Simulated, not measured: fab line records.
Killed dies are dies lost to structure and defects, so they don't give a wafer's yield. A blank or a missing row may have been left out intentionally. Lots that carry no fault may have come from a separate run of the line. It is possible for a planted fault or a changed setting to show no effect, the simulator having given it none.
Which tool is to blame? -- flow sky130 -- 12 lots (36 wafers sampled), 1 step of a 708-step route

## WHAT EACH GAUGE READ, for each wafer
SKY_LDD_N_TW_MEAS_17.
lot,measured,on,LDD_N_TW
L075,day 18 10:43,filmMetro-04,2649 2653 2631
L077,day 18 23:37,filmMetro-01,2566 2561 2564
L079,day 19 16:52,filmMetro-01,2562 2563 2568
L081,day 20 16:23,filmMetro-04,2610 2613 2620
L083,day 21 22:17,filmMetro-02,2565 2556 2558
L085,day 22 05:28,filmMetro-04,2621 2620 2619
L087,day 22 23:04,filmMetro-04,2615 2613 2616
L089,day 23 12:41,filmMetro-04,2637 2627 2647
L091,day 24 08:07,filmMetro-01,2581 2568 2575
L093,day 24 20:29,filmMetro-04,2637 2621 2631
L095,day 25 09:07,filmMetro-02,2568 2568 2551
L096,day 26 12:17,filmMetro-02,2566 2560 2568

## TOOL THAT RAN EACH LOT (tool first, then ch and the chambers of the sampled wafers, then the start)
The record holds no process step before these readings.

## THE ANSWER, worked out from the rows above alone
Rule: the lots themselves supply what counts as usual. Put in order of their means at a reading, lots are off if they are a third of the lots or fewer, leave a main group of 4 or more, and stand apart from it by a gap of 3 or more times the standard deviation of the main group's means; of several such gaps the widest counts. If all means in a main group match to the digits the tables above print for the reading, that group is not used. Also off: a lot with no number at a reading for which 4 or more lots have one. Where the step has rows for the other lots, those lots are counted as sound.
No lot is off on any of the readings shown, so nothing can be concluded from this.

## WHAT HAD BEEN PUT IN BY THE SIMULATOR
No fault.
